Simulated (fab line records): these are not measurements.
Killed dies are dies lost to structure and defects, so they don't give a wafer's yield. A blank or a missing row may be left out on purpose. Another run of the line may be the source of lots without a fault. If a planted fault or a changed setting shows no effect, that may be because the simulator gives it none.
Which tool did it? -- flow gf180mcu -- 7 lots, 21 wafers sampled, at 2 steps of a route of 602

## WHAT THE GAUGES SHOWED, per wafer
GF_NWELL_OVL_MEAS_07.
lot,measured,on,NWELL_OVL (nm)
L534,day 3 11:30,overlay-01,0.5 -0.6 -1.3
L536,day 4 06:13,overlay-02,0.3 1.7 2.5
L539,day 5 01:28,overlay-01,2.6 3.2 1.1
L542,day 5 17:11,overlay-01,-1.6 0.6 -1.6
L548,day 6 19:54,overlay-01,-85.6 -83.7 -84.2
L550,day 7 05:59,overlay-01,2.8 0.9 2.8
L556,day 8 13:53,overlay-01,0.7 0.5 -0.5

## WHAT TOOL EACH LOT RAN ON (gives the tool, then ch and the chambers of the sampled wafers, and finally the start)
lot,GF_NWELL_EXPOSE_04
L534,"ilineStepper-02 ch 0, day 3 05:48"
L536,"ilineStepper-01 ch 0, day 3 23:08"
L539,"ilineStepper-01 ch 0, day 4 17:56"
L542,"ilineStepper-01 ch 0, day 5 09:37"
L548,"ilineStepper-02 ch 0, day 6 12:20"
L550,"ilineStepper-01 ch 0, day 6 22:14"
L556,"ilineStepper-01 ch 0, day 8 06:07"
- GF_NWELL_EXPOSE_04: exposes mask Nwell, target cd 860 nm.

## THE ANSWER, worked out from the rows above alone
Rule: the usual values come from the lots themselves. Put in order of their means at a reading, lots are off if they are a third of the lots or fewer, leave a main group of 4 or more, and stand apart from it by a gap of 3 or more times the standard deviation of the main group's means; of several such gaps the widest counts. Not used: any main group whose means are identical at the precision the tables above print for the reading. A lot without any number at a reading at which 4 lots or more have one is off too. Where the step has rows for the other lots, those lots are counted as sound.
Off: L548, at GF_NWELL_OVL_MEAS_07 (NWELL_OVL). Main group: mean 0.8 nm, sd 1.2.
If a tool, at a process step before that reading, ran all the lots that are off and no sound lot after the first of them, it fits. Those tools and the gauges at GF_NWELL_OVL_MEAS_07 are tried in the same way. One fits: GF_NWELL_EXPOSE_04 on ilineStepper-02. Its last sound lot is L534 (day 3 05:48), its first lot that is off L548 (day 6 12:20): a fault that began between those two fits.

## WHAT THE SIMULATOR HAD PUT IN
Scanner matching overlay: ilineStepper-02, from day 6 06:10 on, at GF_NWELL_EXPOSE_04. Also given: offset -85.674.
Struck lots among those shown: L548. Same finding as the rule above.
